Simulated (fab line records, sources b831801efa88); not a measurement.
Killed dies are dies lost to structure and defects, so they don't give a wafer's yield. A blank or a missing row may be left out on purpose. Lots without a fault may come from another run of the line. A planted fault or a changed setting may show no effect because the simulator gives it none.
Which tool did it? | flow gf180mcu | 12 lots, 36 wafers sampled, at 6 steps of a route of 602

WHAT THE GAUGES READ, wafer by wafer
GF_PSD_RS_MEAS_15: measures by four-point-probe. Usual: PSD_RS 108.7 ohm/sq, standard deviation 0.32.
lot  | measured     | on            | PSD_RS (ohm/sq)                     | flag
L243 | day 15 12:21 | film_metro-03 | 108.4 108.2 108.6                   |
L245 | day 15 21:56 | film_metro-01 | 109.0 108.8 108.8                   |
L246 | day 16 09:15 | film_metro-01 | 111.9 111.9 112.0 112.0 111.8 112.0 | OFF
L247 | day 16 19:31 | film_metro-04 | 111.1 111.0 111.0 111.1 111.0 111.0 | OFF
L248 | day 16 22:34 | film_metro-01 | 109.2 108.7 108.8                   |
L255 | day 19 16:28 | film_metro-01 | 109.0 108.9 108.7                   |
L256 | day 19 19:23 | film_metro-04 | 108.7 108.9 108.9                   |
L257 | day 20 02:23 | film_metro-01 | 109.0 109.0 109.2                   |
L258 | day 20 11:12 | film_metro-04 | 108.8 108.7 108.6                   |
L259 | day 20 21:47 | film_metro-01 | 108.4 108.5 108.5                   |
L260 | day 21 07:26 | film_metro-04 | 108.3 108.6 108.8                   |
L262 | day 22 00:01 | film_metro-04 | 108.6 108.4 108.8                   |

GF_V2_OVL_MEAS_15. Usual: V2_OVL 0 nm, standard deviation 6.4.
lot  | measured     | on         | V2_OVL (nm) | flag
L243 | day 21 13:34 | overlay-02 | 2 7 8       |
L245 | day 21 23:58 | overlay-02 | 0 1 6       |
L246 | day 22 14:13 | overlay-02 | -2 4 1      |
L247 | day 23 01:05 | overlay-02 | 0 1 2       |
L248 | day 23 04:19 | overlay-01 | 0 -1 4      |
L255 | day 25 18:06 | overlay-02 | 11 8 2      |
L256 | day 25 20:08 | overlay-02 | -5 3 2      |
L257 | day 26 01:37 | overlay-01 | -9 -4 -2    |
L258 | day 26 10:34 | overlay-02 | 11 16 6     |
L259 | day 26 20:00 | overlay-01 | 3 -11 -9    |
L260 | day 27 04:32 | overlay-01 | -12 -14 -6  |
L262 | day 27 18:34 | overlay-01 | 1 4 5       |

WHICH TOOL RAN EACH LOT (tool, then ch and the chambers of the sampled wafers, then the start)
lot  | GF_PSD_IMPLANT_09               | GF_PSD_STRIP_10                      | GF_SAB_DEHYDRATE_02               | GF_M1_SPUTTER_03
L243 | implanter-01 ch 0, day 15 11:47 | plasma_asher-04 ch 0,1, day 15 11:56 | litho_track-03 ch 0, day 15 22:05 | pvd_sputter-03, day 17 10:16
L245 | implanter-01 ch 0, day 15 21:23 | plasma_asher-04 ch 0,1, day 15 21:31 | litho_track-02 ch 0, day 16 08:02 | pvd_sputter-03, day 17 20:14
L246 | implanter-01 ch 0, day 16 08:41 | plasma_asher-01 ch 0,1, day 16 08:50 | litho_track-01 ch 0, day 16 19:30 | pvd_sputter-03, day 18 08:45
L247 | implanter-01 ch 0, day 16 18:56 | plasma_asher-01 ch 0, day 16 19:04   | litho_track-03 ch 0, day 17 06:09 | pvd_sputter-04, day 18 20:05
L248 | implanter-04 ch 0, day 16 22:01 | plasma_asher-04 ch 0,1, day 16 22:08 | litho_track-02 ch 0, day 17 08:59 | pvd_sputter-03, day 19 01:23
L255 | implanter-01 ch 0, day 19 15:55 | plasma_asher-04 ch 0,1, day 19 16:02 | litho_track-01 ch 0, day 20 04:26 | pvd_sputter-02, day 21 19:25
L256 | implanter-04 ch 0, day 19 18:46 | plasma_asher-04 ch 0,1, day 19 18:55 | litho_track-03 ch 0, day 20 06:38 | pvd_sputter-02, day 21 22:01
L257 | implanter-04 ch 0, day 20 01:44 | plasma_asher-03 ch 0,1, day 20 01:53 | litho_track-01 ch 0, day 20 13:30 | pvd_sputter-04, day 22 04:34
L258 | implanter-01 ch 0, day 20 10:35 | plasma_asher-01 ch 0,1, day 20 10:44 | litho_track-01 ch 0, day 20 23:09 | pvd_sputter-03, day 22 13:47
L259 | implanter-01 ch 0, day 20 21:14 | plasma_asher-04 ch 0,1, day 20 21:22 | litho_track-01 ch 0, day 21 08:57 | pvd_sputter-02, day 22 23:46
L260 | implanter-03 ch 0, day 21 06:53 | plasma_asher-01 ch 0,1, day 21 07:01 | litho_track-02 ch 0, day 21 18:34 | pvd_sputter-03, day 23 09:37
L262 | implanter-01 ch 0, day 21 23:28 | plasma_asher-01 ch 0,1, day 21 23:37 | litho_track-01 ch 0, day 22 11:18 | pvd_sputter-03, day 24 00:37
- GF_PSD_IMPLANT_09
- GF_PSD_STRIP_10: strips in O2/N2.
- GF_SAB_DEHYDRATE_02: time 61.8 s.
- GF_M1_SPUTTER_03: material Ti, target thk 10 nm, time 6.7 s.

WHAT THE TOOLS THEMSELVES READ (means of the sampled wafers that have a number; where no wafer has one, the mark that the record gives instead)
GF_PSD_IMPLANT_09. Usual: beam_energy_keV 40.000, standard deviation 0.011.
lot  | tool         | beam_energy_keV | flag
L243 | implanter-01 | 40.001          |
L245 | implanter-01 | 39.996          |
L246 | implanter-01 | 37.880          | OFF
L247 | implanter-01 | 37.869          | OFF
L248 | implanter-04 | 40.000          |
L255 | implanter-01 | 40.007          |
L256 | implanter-04 | 40.019          |
L257 | implanter-04 | 40.001          |
L258 | implanter-01 | 40.008          |
L259 | implanter-01 | 40.007          |
L260 | implanter-03 | 39.994          |
L262 | implanter-01 | 39.993          |

GF_PSD_STRIP_10. Usual: drypump_motor_current_A 5.4 A, standard deviation 0.53; heater_power_w 319 W, standard deviation 21; oes_product_au 0.592 a.u., standard deviation 0.0048; strip_time_to_endpoint_s 16.533 s, standard deviation 0.029.
lot  | tool            | drypump_motor_current_A (A) | heater_power_w (W) | oes_product_au (a.u.) | strip_time_to_endpoint_s (s) | flag
L243 | plasma_asher-04 | 5.0                         | 330                | 0.587                 | 16.525                       |
L245 | plasma_asher-04 | 5.0                         | 322                | 0.599                 | 16.525                       |
L246 | plasma_asher-01 | 5.7                         | 326                | 0.599                 | 16.332                       | OFF
L247 | plasma_asher-01 | 6.6                         | 310                | 0.597                 | 16.352                       | OFF
L248 | plasma_asher-04 | 5.0                         | 322                | 0.595                 | 16.578                       |
L255 | plasma_asher-04 | 5.0                         | 335                | 0.593                 | 16.575                       |
L256 | plasma_asher-04 | 5.0                         | 334                | 0.590                 | 16.556                       |
L257 | plasma_asher-03 | 5.5                         | 302                | 0.596                 | 16.489                       |
L258 | plasma_asher-01 | 6.2                         | 317                | 0.591                 | 16.534                       |
L259 | plasma_asher-04 | 5.0                         | 341                | 0.592                 | 16.507                       |
L260 | plasma_asher-01 | 6.1                         | 320                | 0.596                 | 16.522                       |
L262 | plasma_asher-01 | 6.2                         | 318                | 0.593                 | 16.509                       |

GF_SAB_DEHYDRATE_02. Usual: plate_sensor_t_centre_C 201.07 C, standard deviation 0.01; plate_sensor_t_edge_C 201.56 C, standard deviation 0.0099.
lot  | tool           | plate_sensor_t_centre_C (C) | plate_sensor_t_edge_C (C) | flag
L243 | litho_track-03 | 201.07                      | 201.56                    |
L245 | litho_track-02 | 201.07                      | 201.56                    |
L246 | litho_track-01 | 201.08                      | 201.56                    |
L247 | litho_track-03 | 201.07                      | 201.55                    |
L248 | litho_track-02 | 201.07                      | 201.55                    |
L255 | litho_track-01 | 201.07                      | 201.54                    |
L256 | litho_track-03 | 201.06                      | 201.56                    |
L257 | litho_track-01 | 201.06                      | 201.56                    |
L258 | litho_track-01 | 201.06                      | 201.56                    |
L259 | litho_track-01 | 201.07                      | 201.55                    |
L260 | litho_track-02 | 201.06                      | 201.56                    |
L262 | litho_track-01 | 201.07                      | 201.55                    |

GF_M1_SPUTTER_03. Usual: chamber_pressure_pa 0.3000 Pa, standard deviation 0.00058; throttle_valve_pct 29.6 %, standard deviation 0.88.
lot  | tool           | chamber_pressure_pa (Pa) | throttle_valve_pct (%) | flag
L243 | pvd_sputter-03 | 0.3009                   | 29.6                   |
L245 | pvd_sputter-03 | 0.2997                   | 29.6                   |
L246 | pvd_sputter-03 | 0.3001                   | 30.1                   |
L247 | pvd_sputter-04 | 0.2995                   | 29.8                   |
L248 | pvd_sputter-03 | 0.2999                   | 30.3                   |
L255 | pvd_sputter-02 | 0.3001                   | 29.2                   |
L256 | pvd_sputter-02 | 0.3006                   | 29.1                   |
L257 | pvd_sputter-04 | 0.2999                   | 29.9                   |
L258 | pvd_sputter-03 | 0.3000                   | 30.5                   |
L259 | pvd_sputter-02 | 0.3000                   | 28.9                   |
L260 | pvd_sputter-03 | 0.3001                   | 29.6                   |
L262 | pvd_sputter-03 | 0.3003                   | 29.7                   |

THE ANSWER, worked out from the rows above alone
Rule: a lot is off if the mean of its wafers that have a number lies more than 3 standard deviations from the usual mean. A lot without any number at a reading at which 4 lots or more have one is off too. The other lots that the step has rows for count as sound. The gauges are gone through in route order, then the tools' own readings, and for those a lot's mean is taken as printed above. The first step at which some lot is off is used, and at that step the reading that is off furthest; a lot without a number counts as furthest.
Off: L246, L247, at GF_PSD_RS_MEAS_15 (PSD_RS).
A tool fits if, at a process step before that reading, it ran every lot that is off, and no sound lot after the first of them. The gauges at GF_PSD_RS_MEAS_15 aren't tried: what is off there is off at GF_PSD_IMPLANT_09 too, on other tools, and a gauge's error can't cause that. None of those tried fits.

WHAT THE SIMULATOR HAD PUT IN
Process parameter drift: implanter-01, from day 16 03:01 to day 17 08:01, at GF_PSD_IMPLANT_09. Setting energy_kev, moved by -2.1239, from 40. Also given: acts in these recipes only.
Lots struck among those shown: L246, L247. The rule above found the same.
